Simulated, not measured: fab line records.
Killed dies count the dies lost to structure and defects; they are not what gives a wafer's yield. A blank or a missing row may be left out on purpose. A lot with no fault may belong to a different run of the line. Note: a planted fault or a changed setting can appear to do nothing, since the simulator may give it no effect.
fab line records	flow sky130
record: lots: 12	wafers: 36	last-day: 50
route steps=708 shown POLY_GATE@232 METAL5@664 PASSIVATION@682 PAD_OPEN@708
lots with no fault: from the same line, run without faults
start-h: start of the lot's first displayed wafer, in hours after the record's first day	wait-h: hours from the lot's prior step to this one	" as in the row above	L1.1+2: several wafers, shown together as one row	- no value, or no start given	* or withheld: withheld	< > ~ a bound
route shown NAME@n: NAME is a module with steps in the file, n the number in the route of the first one	usual: average and standard deviation across the fault-free wafers	same: alike in all rows	chamber/n: place in a boat	sites: readings site by site	_std_site: standard deviation across them	_edge_site: inner sites' mean taken away from outer sites' mean	radius-mm: for every site, how far away it sits from the centre of the wafer	mask NAME#n: copy n	behind: the most recent tool/chamber to have shaped the wafer	hold: what put the lot on hold/how long, in hours/how the hold closed	device: which transistor (n, p or np) failed to switch	end of line: tests run on the same wafers once the route is complete	a step with no rows: only its recipe	killed: not the wafer's yield, but the dies lost to structure and defects at the first sort	map: shows each die of a wafer: x if killed, . if not, _ if none is there
set.NAME: the setting the step ran with; set.NAME@STEP: the setting that earlier step ran with	model.NAME: the simulator's own value behind a step, which no gauge read
steps of the route over a sample of lots; a table a step, a row a wafer
services: from which hour (start-h, from the record's first day; less than 0 if before it) a tool's chamber was out of use, for how many hours, and why
== steps ==
step: SKY_POLY_GATE_STRIP_18
recipe: chemistry: O2/N2	power-w: 1400	pressure-mtorr: 1500	platen-temp-c: withheld	o2-flow-sccm: 3000	n2-flow-sccm: 300	overash-fraction: 0.5
usual: drypump-motor-current-A: 6.1/0.52	oes-product-au: 0.360/0.0046	strip-time-to-endpoint-s: 3.154/0.028
lot.wafer	tool	chamber	start-h	wait-h	drypump-motor-current-A	oes-product-au	rf-hours-counter-h	strip-time-to-endpoint-s
L208.1	plasma-asher-02	1	405.45	0.0	6.8	0.360	62	3.164
L208.2	"	0	"	"	6.1	0.364	62	3.146
L208.5	"	1	"	"	6.8	0.369	-	3.164
L206.2	plasma-asher-03	1	405.79	0.0	5.3	0.365	30	3.157
L206.3	"	0	"	"	5.8	0.359	-	3.144
L206.6	"	1	"	"	5.3	0.358	-	3.115
L210.1	plasma-asher-04	1	406.52	0.0	6.6	0.354	62	3.152
L210.2	"	0	"	"	5.7	0.360	62	3.172
L210.6	"	1	"	"	6.6	0.361	-	3.129
L209.2	plasma-asher-03	1	407.69	0.0	5.3	0.359	30	3.180
L209.3	"	0	"	"	5.8	0.366	-	3.125
L209.4	"	1	"	"	5.3	0.355	-	3.187
L211.1	plasma-asher-02	0	433.24	0.0	6.1	0.361	0	3.113
L211.2	"	1	"	"	6.8	0.357	0	3.089
L211.3	"	1	"	"	6.8	0.350	-	3.142
L212.2	plasma-asher-02	1	436.24	0.0	6.8	0.355	1	3.146
L212.3	"	0	"	"	6.1	0.366	-	3.155
L212.4	"	1	"	"	6.8	0.360	-	3.164
L213.1	plasma-asher-02	0	443.69	0.0	6.1	0.358	1	3.152
L213.2	"	1	"	"	6.8	0.366	1	3.188
L213.5	"	1	"	"	6.8	0.364	-	3.197
L214.1	plasma-asher-02	1	449.29	0.0	6.8	0.365	2	3.168
L214.4	"	1	"	"	6.8	0.352	-	3.177
L214.6	"	1	"	"	6.8	0.361	-	3.197
L216.2	plasma-asher-04	1	461.54	0.0	6.6	0.356	67	3.112
L216.4	"	1	"	"	6.6	0.368	-	3.174
L216.5	"	0	"	"	5.7	0.354	-	3.133
L215.2	plasma-asher-04	0	463.68	0.0	5.7	0.361	68	3.152
L215.4	"	1	"	"	6.6	0.357	-	3.162
L215.5	"	0	"	"	5.7	0.359	-	3.141
L217.1	plasma-asher-04	0	478.14	0.0	5.7	0.356	69	3.105
L217.2	"	1	"	"	6.6	0.361	69	3.156
L217.6	"	1	"	"	6.6	0.358	-	3.140
L228.3	plasma-asher-03	0	568.68	0.1	5.8	0.361	-	3.112
L228.5	"	1	"	"	5.3	0.352	-	3.147
L228.6	"	0	"	"	5.8	0.363	-	3.154
step: SKY_METAL5_SPUTTER_03
recipe: material: Ti	target-thk-nm: 5	power-w: 3000	time-s: 3.3	chamber-pressure-pa: 0.4
usual: throttle-valve-pct: 30.1/0.84
lot.wafer	tool	chamber	start-h	wait-h	throttle-valve-pct
L208.1	pvd-sputter-03	-	1032.78	0.0	29.2
L208.2	"	-	"	"	30.3
L208.5	"	-	"	"	30.1
L206.2	pvd-sputter-01	-	1033.87	0.0	30.2
L206.3	"	-	"	"	30.7
L206.6	"	-	"	"	29.9
L209.2	pvd-sputter-03	-	1036.25	0.0	31.3
L209.3	"	-	"	"	29.7
L209.4	"	-	"	"	30.3
L210.1	pvd-sputter-01	-	1036.72	0.0	31.0
L210.2	"	-	"	"	30.0
L210.6	"	-	"	"	30.3
L211.1	pvd-sputter-01	-	1051.40	0.0	30.5
L211.2	"	-	"	"	30.4
L211.3	"	-	"	"	30.5
L212.2	pvd-sputter-03	-	1054.69	0.0	31.3
L212.3	"	-	"	"	30.3
L212.4	"	-	"	"	29.4
L213.1	pvd-sputter-02	-	1058.14	0.0	30.3
L213.2	"	-	"	"	28.8
L213.5	"	-	"	"	30.6
L214.1	pvd-sputter-02	-	1061.09	0.0	30.6
L214.4	"	-	"	"	30.4
L214.6	"	-	"	"	30.3
L216.2	pvd-sputter-03	-	1066.95	0.0	30.3
L216.4	"	-	"	"	29.2
L216.5	"	-	"	"	28.6
L215.2	pvd-sputter-01	-	1068.94	0.0	30.0
L215.4	"	-	"	"	30.5
L215.5	"	-	"	"	30.6
L217.1	pvd-sputter-03	-	1082.30	0.0	29.5
L217.2	"	-	"	"	31.2
L217.6	"	-	"	"	29.5
L228.3	pvd-sputter-03	-	1144.05	0.0	31.6
L228.5	"	-	"	"	30.1
L228.6	"	-	"	"	31.6
step: SKY_PASSIVATION_THK_MEAS_01
recipe: reads: SiO2_of_PASSIVATION_CVD_00
usual: PASSIVATION_CVD_00_THK: 90.2/1.2
lot.wafer	tool	chamber	start-h	wait-h	PASSIVATION_CVD_00_THK[nm]
L208.1	film-metro-04	-	1055.89	-	88.7
L208.2	"	-	"	"	89.3
L208.5	"	-	"	"	90.8
L206.2	film-metro-04	-	1062.56	-	88.9
L206.3	"	-	"	"	89.9
L206.6	"	-	"	"	89.4
L209.2	film-metro-04	-	1062.94	-	90.9
L209.3	"	-	"	"	90.3
L209.4	"	-	"	"	91.1
L210.1	film-metro-01	-	1063.24	-	89.2
L210.2	"	-	"	"	88.6
L210.6	"	-	"	"	91.8
L211.1	film-metro-01	-	1071.13	-	90.2
L211.2	"	-	"	"	90.5
L211.3	"	-	"	"	90.9
L212.2	film-metro-03	-	1075.79	-	89.4
L212.3	"	-	"	"	88.7
L212.4	"	-	"	"	88.9
L213.1	film-metro-01	-	1080.03	-	89.2
L213.2	"	-	"	"	87.6
L213.5	"	-	"	"	90.9
L214.1	film-metro-04	-	1081.83	-	88.7
L214.4	"	-	"	"	93.4
L214.6	"	-	"	"	90.7
L216.2	film-metro-03	-	1089.62	-	89.2
L216.4	"	-	"	"	90.9
L216.5	"	-	"	"	90.7
L215.2	film-metro-03	-	1090.03	-	88.5
L215.4	"	-	"	"	88.9
L215.5	"	-	"	"	89.5
L217.1	film-metro-01	-	1105.09	-	87.2
L217.2	"	-	"	"	87.8
L217.6	"	-	"	"	90.6
L228.3	film-metro-03	-	1162.40	-	89.5
L228.5	"	-	"	"	92.2
L228.6	"	-	"	"	90.5
step: SKY_PASSIVATION_STRIP_12
recipe: chemistry: O2/N2	power-w: 1400	pressure-mtorr: 1500	platen-temp-c: withheld	overash-fraction: 0.7	o2-flow-sccm: 3000	n2-flow-sccm: 300
usual: drypump-motor-current-A: 6.0/0.53	oes-product-au: 0.660/0.0043	strip-time-to-endpoint-s: 31.48/0.13
lot.wafer	tool	chamber	start-h	wait-h	drypump-motor-current-A	oes-product-au	rf-hours-counter-h	strip-time-to-endpoint-s
L208.1	plasma-asher-03	0	1076.76	0.1	5.8	0.661	102	31.46
L208.2	"	1	"	"	5.3	0.659	102	31.31
L208.5	"	1	"	"	5.3	0.669	-	31.38
L206.2	plasma-asher-04	0	1083.65	0.1	5.7	0.661	2	31.51
L206.3	"	1	"	"	6.6	0.658	-	31.60
L206.6	"	0	"	"	5.7	0.663	-	31.42
L209.2	plasma-asher-02	0	1084.35	0.1	6.1	0.669	64	31.53
L209.3	"	1	"	"	6.8	0.661	-	31.57
L209.4	"	0	"	"	6.1	0.658	-	31.52
L210.1	plasma-asher-02	0	1084.96	0.1	6.0	0.667	64	31.31
L210.2	"	1	"	"	6.8	0.653	64	31.34
L210.6	"	0	"	"	6.1	0.653	-	31.44
L211.1	plasma-asher-04	0	1093.45	0.1	5.7	0.663	3	31.37
L211.2	"	1	"	"	6.5	0.661	3	31.39
L211.3	"	1	"	"	6.6	0.661	-	31.31
L212.2	plasma-asher-03	1	1096.55	0.1	5.3	0.659	103	31.74
L212.3	"	0	"	"	5.8	0.657	-	31.44
L212.4	"	1	"	"	5.3	0.670	-	31.61
L213.1	plasma-asher-03	0	1101.75	0.1	5.8	0.655	104	31.71
L213.2	"	1	"	"	5.3	0.658	104	31.84
L213.5	"	0	"	"	5.8	0.658	-	31.69
L214.1	plasma-asher-03	1	1104.26	0.1	5.3	0.658	104	31.34
L214.4	"	1	"	"	5.3	0.663	-	31.30
L214.6	"	0	"	"	5.8	0.665	-	31.48
L216.2	plasma-asher-02	0	1110.75	0.1	6.1	0.648	67	31.50
L216.4	"	1	"	"	6.8	0.668	-	31.50
L216.5	"	0	"	"	6.1	0.662	-	31.46
L215.2	plasma-asher-04	1	1111.26	0.1	6.6	0.666	3	31.69
L215.4	"	1	"	"	6.6	0.664	-	31.68
L215.5	"	0	"	"	5.7	0.654	-	31.68
L217.1	plasma-asher-03	1	1125.06	0.1	5.3	0.661	106	31.57
L217.2	"	0	"	"	5.8	0.662	106	31.40
L217.6	"	1	"	"	5.3	0.662	-	31.56
L228.3	plasma-asher-02	1	1178.59	0.1	6.8	0.656	-	31.54
L228.5	"	1	"	"	6.8	0.668	-	31.38
L228.6	"	0	"	"	6.0	0.667	-	31.43
step: SKY_PAD_OPEN_PROBE_99
usual: killed_at_M0_to_M3: 44/7.4	killed_at_M4_up: 3.0/1.6	killed-at-contacts: 24/5	killed-at-front-end: 15/4.6	killed-at-other: 0.4/0.65	killed-dies: 86/9.6	killed-open: 48/7.4	killed-short: 38/6.9
same: gross-dies: 492	killed-at-back-side: 0
lot.wafer	tool	chamber	start-h	wait-h	killed_at_M0_to_M3	killed_at_M4_up	killed-at-contacts	killed-at-front-end	killed-at-other	killed-dies	killed-open	killed-short
L211.1	prober-01	-	1116.61	0.1	43	7	28	18	0	96	49	47
L211.2	prober-01	-	1116.66	0.1	50	0	27	15	0	92	52	40
L211.3	prober-01	-	1116.71	0.2	50	4	29	13	0	96	63	33
L217.1	prober-01	-	1145.91	0.1	47	3	17	74	1	142	35	43
L217.2	prober-01	-	1145.96	0.1	50	1	12	54	0	117	36	32
L217.6	prober-01	-	1146.16	0.2	41	1	19	66	0	127	41	26
killed by level:class
L211.1 CONTACT:geometric-particle:open=13 VIA1:geometric-particle:open=8 FIELD_ISO:geometric-particle:open=6 METAL2:geometric-particle:short=6 VIA2:geometric-particle:open=6 LI_CONTACT:geometric-particle:open=5 CONTACT:geometric-particle:short=5 METAL4:geometric-particle:short=5
L211.2 VIA1:geometric-particle:open=12 LI_CONTACT:geometric-particle:open=9 CONTACT:geometric-particle:open=9 METAL2:geometric-particle:short=9 METAL1:geometric-particle:short=6 VIA3:geometric-particle:open=6 VIA2:geometric-particle:open=5 POLY_GATE:geometric-particle:open=4
L211.3 VIA1:geometric-particle:open=16 CONTACT:geometric-particle:open=13 LI_CONTACT:geometric-particle:open=7 FIELD_ISO:geometric-particle:open=6 VIA3:geometric-particle:short=6 METAL2:geometric-particle:short=6 VIA3:geometric-particle:open=6 VIA2:geometric-particle:open=5
L217.1 POLY_GATE:unspecified=64 VIA1:geometric-particle:open=10 CONTACT:geometric-particle:short=7 LOCAL_INTERCONNECT:geometric-particle:short=6 METAL2:geometric-particle:short=6 VIA2:geometric-particle:short=5 METAL1:geometric-particle:short=4 POLY_GATE:geometric-particle:open=4
L217.2 POLY_GATE:unspecified=49 VIA1:geometric-particle:open=11 VIA2:geometric-particle:open=8 METAL2:geometric-particle:short=6 VIA3:geometric-particle:open=6 METAL1:geometric-particle:short=5 VIA1:geometric-particle:short=5 METAL3:geometric-particle:short=5
L217.6 POLY_GATE:unspecified=60 VIA1:geometric-particle:open=13 LI_CONTACT:geometric-particle:open=9 VIA3:geometric-particle:open=6 METAL1:geometric-particle:short=4 VIA2:geometric-particle:open=4 LOCAL_INTERCONNECT:geometric-particle:short=3 VIA1:geometric-particle:short=3
== services ==
tool	chamber	start-h	hours	kind
plasma-asher-02	-	392.78	0.5	repair
plasma-asher-02	-	421.25	9.0	pm
plasma-asher-02	-	429.16	1.3	repair
pvd-sputter-03	-	450.28	5.4	repair
pvd-sputter-03	-	596.57	2.7	repair
plasma-asher-04	-	598.25	7.4	repair
plasma-asher-04	-	641.80	4.8	repair
plasma-asher-02	-	642.93	5.8	repair
plasma-asher-04	-	652.52	3.4	repair
plasma-asher-04	-	713.86	1.7	repair
plasma-asher-04	-	797.57	4.3	pm
plasma-asher-02	-	830.95	2.8	pm
plasma-asher-04	-	897.30	12.7	repair
plasma-asher-03	-	1046.76	0.8	repair
plasma-asher-02	-	1047.48	15.4	repair
plasma-asher-04	-	1055.25	9.0	pm
pvd-sputter-03	-	1070.13	1.3	repair
plasma-asher-03	-	1084.36	4.3	repair
plasma-asher-04	-	1099.49	8.6	repair
plasma-asher-04	-	1108.71	2.5	repair
plasma-asher-04	-	1128.33	36.4	repair
plasma-asher-04	-	1135.74	5.6	repair
plasma-asher-04	-	1146.75	1.2	repair
plasma-asher-02	-	1175.72	2.8	repair
== key ==
first-sign: step: SKY_PAD_OPEN_PROBE_99	reading: killed-at-front-end	direction: up	sigmas: 11	usual: 15	struck: 65
effect: step: SKY_PAD_OPEN_PROBE_99	reading: killed-dies	direction: up	sigmas: 4.4	usual: 86	struck: 129
met-at SKY_POLY_GATE_STRIP_18
struck-lots L217
tester-left-out L217
not-acting-at SKY_METAL5_SPUTTER_03,SKY_PASSIVATION_THK_MEAS_01,SKY_PASSIVATION_STRIP_12
onset-between 463.68 478.14
fault: kind: chamber-particle-source	tool: plasma-asher-04	chamber: -	onset-h: 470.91	steps: SKY_POLY_GATE_STRIP_18	rate-per-visit-cm2: 1.6128	end-h: 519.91
tester-left-out: of these lots the tester's yield and bins aren't shown, on N5 and GAA mostly nor the transistor test; their killed dies are dies lost to structure and defects alone, not to doping, threshold or leakage, so they don't give the yield
